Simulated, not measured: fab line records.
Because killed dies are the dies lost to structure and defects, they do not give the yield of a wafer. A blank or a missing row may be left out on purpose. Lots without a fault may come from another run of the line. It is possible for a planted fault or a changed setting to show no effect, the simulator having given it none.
Which tool was responsible? / flow gf180mcu / Sampling: 13 lots, 39 wafers, 3 of 602 route steps

== WHAT EACH GAUGE READ, for each wafer ==
GF_M5_OVL_MEAS_08. Usual: for M5_OVL the level is 3 nm and the standard deviation is 6.1.
lot=L226; measured=day 25 21:50; on=overlay-02; M5_OVL (nm)=2 8 6; flag=
lot=L227; measured=day 26 02:44; on=overlay-02; M5_OVL (nm)=11 0 8; flag=
lot=L228; measured=day 26 10:08; on=overlay-02; M5_OVL (nm)=2 4 -2; flag=
lot=L229; measured=day 27 02:14; on=overlay-02; M5_OVL (nm)=4 4 11; flag=
lot=L230; measured=day 27 03:37; on=overlay-02; M5_OVL (nm)=8 8 7; flag=
lot=L231; measured=day 27 10:26; on=overlay-02; M5_OVL (nm)=8 11 2; flag=
lot=L232; measured=day 28 01:41; on=overlay-02; M5_OVL (nm)=7 1 -4; flag=
lot=L233; measured=day 28 05:11; on=overlay-01; M5_OVL (nm)=6 0 0; flag=
lot=L234; measured=day 28 21:08; on=overlay-01; M5_OVL (nm)=10 11 14; flag=
lot=L238; measured=day 30 08:44; on=overlay-01; M5_OVL (nm)=-2 -3 -6; flag=
lot=L239; measured=day 30 16:59; on=overlay-02; M5_OVL (nm)=-7 -6 -6; flag=
lot=L244; measured=day 31 19:35; on=overlay-02; M5_OVL (nm)=-4 -2 -2; flag=
lot=L245; measured=day 32 04:38; on=overlay-02; M5_OVL (nm)=15 5 5; flag=

GF_V5_THK_MEAS_03. Usual: for V5_CVD_02_THK the level is 1444 nm and the standard deviation is 20.
lot=L226; measured=day 25 22:46; on=film-metro-04; V5_CVD_02_THK (nm)=1433 1449 1430; flag=
lot=L227; measured=day 26 03:41; on=film-metro-02; V5_CVD_02_THK (nm)=1431 1466 1456; flag=
lot=L228; measured=day 26 11:04; on=film-metro-03; V5_CVD_02_THK (nm)=1436 1443 1468; flag=
lot=L229; measured=day 27 03:11; on=film-metro-03; V5_CVD_02_THK (nm)=1430 1463 1451; flag=
lot=L230; measured=day 27 04:34; on=film-metro-02; V5_CVD_02_THK (nm)=1428 1452 1438; flag=
lot=L231; measured=day 27 11:23; on=film-metro-02; V5_CVD_02_THK (nm)=1410 1437 1475; flag=
lot=L232; measured=day 28 02:50; on=film-metro-04; V5_CVD_02_THK (nm)=1447 1437 1476; flag=
lot=L233; measured=day 28 06:09; on=film-metro-03; V5_CVD_02_THK (nm)=1407 1413 1434; flag=
lot=L234; measured=day 28 22:04; on=film-metro-03; V5_CVD_02_THK (nm)=1454 1473 1471; flag=
lot=L238; measured=day 30 09:46; on=film-metro-02; V5_CVD_02_THK (nm)=1461 1493 1462; flag=
lot=L239; measured=day 30 18:00; on=film-metro-02; V5_CVD_02_THK (nm)=1438 1435 1465; flag=
lot=L244; measured=day 31 20:36; on=film-metro-02; V5_CVD_02_THK (nm)=1421 1404 1442; flag=
lot=L245; measured=day 32 05:34; on=film-metro-02; V5_CVD_02_THK (nm)=1432 1409 1441; flag=

== WHAT TOOL EACH LOT RAN ON (gives the tool, then ch and the chambers of the sampled wafers, and finally the start) ==
lot=L226; GF_M3_SPUTTER_04=pvd-sputter-01, day 19 21:55
lot=L227; GF_M3_SPUTTER_04=pvd-sputter-01, day 20 03:12
lot=L228; GF_M3_SPUTTER_04=pvd-sputter-03, day 20 13:19
lot=L229; GF_M3_SPUTTER_04=pvd-sputter-03, day 21 04:54
lot=L230; GF_M3_SPUTTER_04=pvd-sputter-01, day 21 08:42
lot=L231; GF_M3_SPUTTER_04=pvd-sputter-01, day 21 16:25
lot=L232; GF_M3_SPUTTER_04=pvd-sputter-04, day 22 08:27
lot=L233; GF_M3_SPUTTER_04=pvd-sputter-03, day 22 14:00
lot=L234; GF_M3_SPUTTER_04=pvd-sputter-04, day 23 08:28
lot=L238; GF_M3_SPUTTER_04=pvd-sputter-03, day 25 03:09
lot=L239; GF_M3_SPUTTER_04=pvd-sputter-03, day 25 12:51
lot=L244; GF_M3_SPUTTER_04=pvd-sputter-01, day 26 22:56
lot=L245; GF_M3_SPUTTER_04=pvd-sputter-04, day 27 07:22
- GF_M3_SPUTTER_04: material TiN, target thk 50 nm, time 41.7 s.

== WHAT THE TOOLS THEMSELVES READ (means of the sampled wafers that have a number; where no wafer has one, the mark that the record gives instead) ==
GF_M3_SPUTTER_04. Usual: 29.5 % for throttle-valve-pct, sd 1.3.
lot=L226; tool=pvd-sputter-01; throttle-valve-pct (%)=30.0; flag=
lot=L227; tool=pvd-sputter-01; throttle-valve-pct (%)=31.9; flag=
lot=L228; tool=pvd-sputter-03; throttle-valve-pct (%)=29.9; flag=
lot=L229; tool=pvd-sputter-03; throttle-valve-pct (%)=28.9; flag=
lot=L230; tool=pvd-sputter-01; throttle-valve-pct (%)=30.5; flag=
lot=L231; tool=pvd-sputter-01; throttle-valve-pct (%)=29.1; flag=
lot=L232; tool=pvd-sputter-04; throttle-valve-pct (%)=29.1; flag=
lot=L233; tool=pvd-sputter-03; throttle-valve-pct (%)=29.6; flag=
lot=L234; tool=pvd-sputter-04; throttle-valve-pct (%)=29.6; flag=
lot=L238; tool=pvd-sputter-03; throttle-valve-pct (%)=29.4; flag=
lot=L239; tool=pvd-sputter-03; throttle-valve-pct (%)=29.3; flag=
lot=L244; tool=pvd-sputter-01; throttle-valve-pct (%)=29.4; flag=
lot=L245; tool=pvd-sputter-04; throttle-valve-pct (%)=30.2; flag=

== THE ANSWER, worked out from the rows above alone ==
Rule: a lot counts as off when the mean over its wafers that have a number is more than 3 standard deviations away from the usual mean. A lot without any number at a reading at which 4 lots or more have one is off too. Any other lot the step has rows for is counted as sound. After the gauges, taken in route order, come the tools' own readings; for these a lot's mean is taken, as printed above. At the first step where some lot is off, the reading lying furthest off is the one used; lots without a number count as furthest.
Across all readings shown, no lot is off: no conclusion can be drawn from this.

== WHAT WAS PUT IN BY THE SIMULATOR ==
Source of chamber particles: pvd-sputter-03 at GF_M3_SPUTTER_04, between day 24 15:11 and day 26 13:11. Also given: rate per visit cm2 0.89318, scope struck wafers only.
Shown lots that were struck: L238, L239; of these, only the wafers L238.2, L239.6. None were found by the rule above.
